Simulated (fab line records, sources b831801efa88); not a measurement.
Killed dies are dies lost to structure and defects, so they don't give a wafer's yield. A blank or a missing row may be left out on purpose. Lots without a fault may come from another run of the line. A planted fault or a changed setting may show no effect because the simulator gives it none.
Which tool did it? | flow gf180mcu | 13 lots, 39 wafers sampled, at 5 steps of a route of 602

WHAT THE GAUGES READ, wafer by wafer
GF_SAB_CD_MEAS_09: target cd 420 nm.
lot  | measured     | on        | cd_nm (nm)
L869 | day 15 00:48 | cd_sem-02 | 424.2 422.6 421.4
L870 | day 15 06:02 | cd_sem-02 | 415.5 414.2 413.5
L871 | day 15 19:53 | cd_sem-02 | 421.0 419.6 419.8
L872 | day 16 05:31 | cd_sem-02 | 413.3 415.0 415.1
L873 | day 16 16:48 | cd_sem-01 | 416.4 416.3 416.5
L874 | day 16 22:07 | cd_sem-01 | 422.3 421.4 424.8
L881 | day 19 12:08 | cd_sem-02 | 457.3 456.9 459.8
L884 | day 20 14:03 | cd_sem-01 | 418.5 421.6 420.7
L887 | day 21 12:43 | cd_sem-01 | 420.1 423.2 421.3
L889 | day 22 05:57 | cd_sem-01 | 424.3 424.8 422.5
L890 | day 22 17:44 | cd_sem-02 | 421.5 420.5 418.0
L891 | day 22 23:58 | cd_sem-02 | 420.0 421.8 417.6
L892 | day 23 05:20 | cd_sem-01 | 415.5 416.8 415.6

GF_M1_OVL_MEAS_15.
lot  | measured     | on         | M1_OVL (nm)
L869 | day 16 23:58 | overlay-01 | 10 8 10
L870 | day 17 05:37 | overlay-02 | 3 -3 1
L871 | day 17 19:40 | overlay-01 | 6 4 3
L872 | day 18 07:19 | overlay-01 | -4 10 7
L873 | day 18 19:01 | overlay-01 | 2 5 3
L874 | day 19 00:49 | overlay-01 | 2 2 5
L881 | day 21 14:22 | overlay-02 | 3 7 5
L884 | day 22 17:31 | overlay-02 | 11 8 16
L887 | day 23 13:34 | overlay-01 | 6 -2 1
L889 | day 24 05:49 | overlay-01 | 16 14 7
L890 | day 24 16:58 | overlay-02 | 7 7 6
L891 | day 24 23:25 | overlay-01 | 8 12 9
L892 | day 25 03:25 | overlay-01 | -6 -7 1

WHICH TOOL RAN EACH LOT (tool, then ch and the chambers of the sampled wafers, then the start)
lot  | GF_SAB_DEVELOP_08                 | GF_SAB_STRIP_13                      | GF_M1_SPUTTER_03
L869 | litho_track-03 ch 0, day 15 00:39 | plasma_asher-04 ch 0,1, day 15 01:07 | pvd_sputter-02, day 16 01:46
L870 | litho_track-02 ch 0, day 15 05:53 | plasma_asher-03 ch 0,1, day 15 06:22 | pvd_sputter-01, day 16 06:51
L871 | litho_track-04 ch 0, day 15 19:44 | plasma_asher-02 ch 0,1, day 15 20:13 | pvd_sputter-03, day 16 20:47
L872 | litho_track-04 ch 0, day 16 05:22 | plasma_asher-02 ch 0,1, day 16 05:49 | pvd_sputter-02, day 17 07:49
L873 | litho_track-03 ch 0, day 16 16:39 | plasma_asher-04 ch 0,1, day 16 17:08 | pvd_sputter-02, day 17 18:56
L874 | litho_track-03 ch 0, day 16 21:59 | plasma_asher-04 ch 0,1, day 16 22:25 | pvd_sputter-03, day 18 00:46
L881 | litho_track-04 ch 0, day 19 11:59 | plasma_asher-04 ch 0,1, day 19 12:26 | pvd_sputter-03, day 20 14:49
L884 | litho_track-03 ch 0, day 20 13:54 | plasma_asher-02 ch 0,1, day 20 14:23 | pvd_sputter-02, day 21 17:46
L887 | litho_track-02 ch 0, day 21 12:34 | plasma_asher-02 ch 0,1, day 21 12:59 | pvd_sputter-02, day 22 14:46
L889 | litho_track-02 ch 0, day 22 05:49 | plasma_asher-03 ch 0,1, day 22 06:14 | pvd_sputter-02, day 23 07:31
L890 | litho_track-02 ch 0, day 22 17:35 | plasma_asher-02 ch 0,1, day 22 18:04 | pvd_sputter-03, day 23 18:54
L891 | litho_track-04 ch 0, day 22 23:49 | plasma_asher-02 ch 1, day 23 00:15   | pvd_sputter-01, day 24 01:21
L892 | litho_track-04 ch 0, day 23 05:11 | plasma_asher-02 ch 0,1, day 23 05:39 | pvd_sputter-02, day 24 06:16
- GF_SAB_DEVELOP_08: develop time 60 s.
- GF_SAB_STRIP_13: strips in O2/N2.
- GF_M1_SPUTTER_03: material Ti, target thk 10 nm, time 6.7 s.

WHAT THE TOOLS THEMSELVES READ (means of the sampled wafers that have a number; where no wafer has one, the mark that the record gives instead)
GF_SAB_STRIP_13.
lot  | tool            | drypump_motor_current_A (A) | heater_power_w (W) | oes_product_au (a.u.) | strip_time_to_endpoint_s (s)
L869 | plasma_asher-04 | 6.31                        | 376                | 0.708                 | 12.62
L870 | plasma_asher-03 | 6.14                        | 321                | 0.713                 | 12.65
L871 | plasma_asher-02 | 6.25                        | 335                | 0.709                 | 12.59
L872 | plasma_asher-02 | 6.46                        | 357                | 0.710                 | 12.65
L873 | plasma_asher-04 | 6.31                        | 375                | 0.710                 | 12.58
L874 | plasma_asher-04 | 6.29                        | 365                | 0.706                 | 12.63
L881 | plasma_asher-04 | 6.30                        | 377                | 0.712                 | 12.67
L884 | plasma_asher-02 | 6.25                        | 326                | 0.708                 | 12.58
L887 | plasma_asher-02 | 6.26                        | 324                | 0.709                 | 12.59
L889 | plasma_asher-03 | 6.14                        | 319                | 0.711                 | 12.67
L890 | plasma_asher-02 | 6.45                        | 347                | 0.712                 | 12.61
L891 | plasma_asher-02 | 6.64                        | 364                | 0.708                 | 12.58
L892 | plasma_asher-02 | 6.25                        | 330                | 0.712                 | 12.55

GF_M1_SPUTTER_03.
lot  | tool           | throttle_valve_pct (%)
L869 | pvd_sputter-02 | 29.3
L870 | pvd_sputter-01 | 29.6
L871 | pvd_sputter-03 | 30.6
L872 | pvd_sputter-02 | 29.0
L873 | pvd_sputter-02 | 29.4
L874 | pvd_sputter-03 | 31.1
L881 | pvd_sputter-03 | 30.6
L884 | pvd_sputter-02 | 29.2
L887 | pvd_sputter-02 | 28.6
L889 | pvd_sputter-02 | 29.2
L890 | pvd_sputter-03 | 31.0
L891 | pvd_sputter-01 | 29.9
L892 | pvd_sputter-02 | 29.3

THE ANSWER, worked out from the rows above alone
Rule: what is usual is taken from the lots themselves. Put in order of their means at a reading, lots are off if they are a third of the lots or fewer, leave a main group of 4 or more, and stand apart from it by a gap of 3 or more times the standard deviation of the main group's means; of several such gaps the widest counts. A main group whose means are all the same, to the digits that the tables above print for the reading, isn't used. A lot without any number at a reading at which 4 lots or more have one is off too. The other lots that the step has rows for count as sound. The gauges are gone through in route order, then the tools' own readings, and for those a lot's mean is taken as printed above. The first step at which some lot is off is used, and at that step the reading that is off furthest; a lot without a number counts as furthest.
Off: L881, at GF_SAB_CD_MEAS_09 (cd_nm). The main group: mean 419.4 nm, standard deviation 3.2.
A tool fits if, at a process step before that reading, it ran every lot that is off, and no sound lot after the first of them. The gauges at GF_SAB_CD_MEAS_09 are tried like those tools. None of those tried fits.

WHAT THE SIMULATOR HAD PUT IN
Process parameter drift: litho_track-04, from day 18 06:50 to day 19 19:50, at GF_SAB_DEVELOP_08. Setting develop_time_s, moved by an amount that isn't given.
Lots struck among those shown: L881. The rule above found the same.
